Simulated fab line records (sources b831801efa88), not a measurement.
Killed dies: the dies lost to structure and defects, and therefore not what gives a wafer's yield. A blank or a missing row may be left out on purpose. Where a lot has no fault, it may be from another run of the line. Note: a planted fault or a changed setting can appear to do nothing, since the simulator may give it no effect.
What tool caused it? ; flow gf180mcu ; Sampling: 12 lots, 36 wafers, 5 of 602 route steps

== WHAT THE GAUGES READ, wafer by wafer ==
GF_NWELL_TW_MEAS_11.
lot;measured;on;NWELL_TW
L997;day 3 16:41;film-metro-02;1577 1577 1571
L998;day 3 16:45;film-metro-02;1587 1578 1575
L100;day 4 06:22;film-metro-01;1530 1538 1528
L102;day 4 12:10;film-metro-04;1606 1604 1616
L105;day 5 05:41;film-metro-04;1605 1599 1603
L106;day 5 16:18;film-metro-01;1527 1526 1529
L110;day 6 11:13;film-metro-04;1599 1593 1593
L112;day 6 17:17;film-metro-04;1602 1612 1604
L114;day 7 04:36;film-metro-01;1352 1359 1350
L117;day 7 21:16;film-metro-04;1415 1425 1417
L119;day 8 08:20;film-metro-01;1524 1528 1525
L120;day 8 13:40;film-metro-04;1605 1601 1601

GF_VT_IMPLANT_RS_MEAS_46: the measuring method here is four-point-probe.
lot;measured;on;MVSD_RS (ohm/sq)
L997;day 8 00:39;film-metro-04;457.2 456.9 456.5
L998;day 8 01:11;film-metro-01;456.3 457.0 456.4
L100;day 8 15:35;film-metro-04;456.3 456.2 458.4
L102;day 8 23:28;film-metro-02;456.9 457.8 456.6
L105;day 9 22:06;film-metro-02;458.1 457.6 457.7
L106;day 10 09:55;film-metro-04;455.2 456.3 455.9
L110;day 11 10:01;film-metro-02;456.8 456.0 456.1
L112;day 11 17:56;film-metro-01;454.9 455.9 454.8
L114;day 12 05:56;film-metro-01;458.3 457.8 455.1
L117;day 13 05:11;film-metro-02;454.5 456.8 454.2
L119;day 13 19:32;film-metro-01;457.4 456.5 457.4
L120;day 14 01:01;film-metro-01;455.5 455.1 455.5

GF_VT_IMPLANT_RS_MEAS_47: the measuring method here is four-point-probe.
lot;measured;on;NWELL_RS (ohm/sq)
L997;day 8 00:46;film-metro-04;487.8 487.1 486.8
L998;day 8 01:18;film-metro-01;489.3 489.3 488.6
L100;day 8 15:43;film-metro-04;486.8 486.7 487.3
L102;day 8 23:35;film-metro-02;485.9 485.2 486.8
L105;day 9 22:13;film-metro-02;488.7 486.4 488.0
L106;day 10 10:02;film-metro-04;487.4 488.1 487.4
L110;day 11 10:08;film-metro-02;486.4 487.1 486.1
L112;day 11 18:04;film-metro-01;489.9 488.8 488.7
L114;day 12 06:03;film-metro-01;621.8 623.5 623.6
L117;day 13 05:18;film-metro-02;623.2 622.7 624.4
L119;day 13 19:40;film-metro-01;488.4 490.3 488.2
L120;day 14 01:08;film-metro-01;488.3 486.6 486.9

GF_VT_IMPLANT_RS_MEAS_48: the measuring method here is four-point-probe.
lot;measured;on;LVPWELL_RS (ohm/sq)
L997;day 8 00:53;film-metro-04;1193 1197 1194
L998;day 8 01:25;film-metro-01;1204 1203 1202
L100;day 8 15:50;film-metro-04;1192 1194 1195
L102;day 8 23:43;film-metro-02;1200 1199 1201
L105;day 9 22:20;film-metro-02;1193 1197 1194
L106;day 10 10:09;film-metro-04;1195 1196 1193
L110;day 11 10:15;film-metro-02;1196 1198 1202
L112;day 11 18:11;film-metro-01;1202 1202 1197
L114;day 12 06:10;film-metro-01;1203 1199 1196
L117;day 13 05:25;film-metro-02;1190 1188 1190
L119;day 13 19:47;film-metro-01;1201 1202 1205
L120;day 14 01:16;film-metro-01;1198 1200 1198

== TOOL THAT RAN EACH LOT (tool first, then ch and the chambers of the sampled wafers, then the start) ==
lot;GF_NWELL_IMPLANT_08
L997;implanter-01 ch 0, day 3 16:19
L998;implanter-02 ch 0, day 3 16:21
L100;implanter-02 ch 0, day 4 05:59
L102;implanter-01 ch 0, day 4 11:48
L105;implanter-02 ch 0, day 5 05:19
L106;implanter-01 ch 0, day 5 15:54
L110;implanter-02 ch 0, day 6 10:49
L112;implanter-02 ch 0, day 6 16:53
L114;implanter-01 ch 0, day 7 04:12
L117;implanter-01 ch 0, day 7 20:52
L119;implanter-02 ch 0, day 8 07:56
L120;implanter-02 ch 0, day 8 13:16
- GF_NWELL_IMPLANT_08

== WHAT THE TOOLS THEMSELVES READ (means of the sampled wafers that have a number; where no wafer has one, the mark that the record gives instead) ==
GF_NWELL_IMPLANT_08.
lot;tool;dose-ions-cm2;faraday-current-uA
L997;implanter-01;1.5005e+13;85.1
L998;implanter-02;1.5003e+13;85.6
L100;implanter-02;1.5010e+13;84.3
L102;implanter-01;1.4988e+13;84.1
L105;implanter-02;1.4995e+13;85.2
L106;implanter-01;1.4999e+13;84.5
L110;implanter-02;1.5000e+13;84.3
L112;implanter-02;1.4996e+13;83.2
L114;implanter-01;9.4713e+12;53.4
L117;implanter-01;9.4623e+12;53.5
L119;implanter-02;1.4971e+13;85.8
L120;implanter-02;1.4986e+13;84.2

== THE ANSWER, worked out from the rows above alone ==
Rule: what is usual is taken from the lots themselves. Put in order of their means at a reading, lots are off if they are a third of the lots or fewer, leave a main group of 4 or more, and stand apart from it by a gap of 3 or more times the standard deviation of the main group's means; of several such gaps the widest counts. The tables above print the reading to a certain number of digits; a main group whose means all agree to those digits is not used. Also off: a lot with no number at a reading for which 4 or more lots have one. The other lots that the step has rows for count as sound. After the gauges, taken in route order, come the tools' own readings; for these a lot's mean is taken, as printed above. The first step at which some lot is off is used, and at that step the reading that is off furthest; a lot without a number counts as furthest.
Off: at GF_NWELL_TW_MEAS_11 (NWELL_TW), L114, L117. The main group: mean 1575, standard deviation 33.
A tool fits if, at a process step before that reading, it ran every lot that is off, and no sound lot after the first of them. The gauges at GF_NWELL_TW_MEAS_11 aren't tried: what is off there is off at GF_NWELL_IMPLANT_08 too, on other tools, and a gauge's error can't cause that. One fits: implanter-01 at GF_NWELL_IMPLANT_08. Its last sound lot is L106 (day 5 15:54), its first lot that is off L114 (day 7 04:12): a fault that began between those two fits.
The tool's own readings at GF_NWELL_IMPLANT_08 bear it out: on the lots that are off they differ by more than 5 times the standard deviation of the sound lots' means. dose-ions-cm2 reads 9.4668e+12 there against 1.4995e+13 on the sound lots; faraday-current-uA reads 53.5 there against 84.6 on the sound lots.

== WHAT THE SIMULATOR HAD INSERTED ==
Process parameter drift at GF_NWELL_IMPLANT_08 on implanter-01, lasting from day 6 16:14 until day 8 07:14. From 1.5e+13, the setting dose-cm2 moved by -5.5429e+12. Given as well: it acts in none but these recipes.
Struck lots among those shown: L114, L117. Same finding as the rule above.
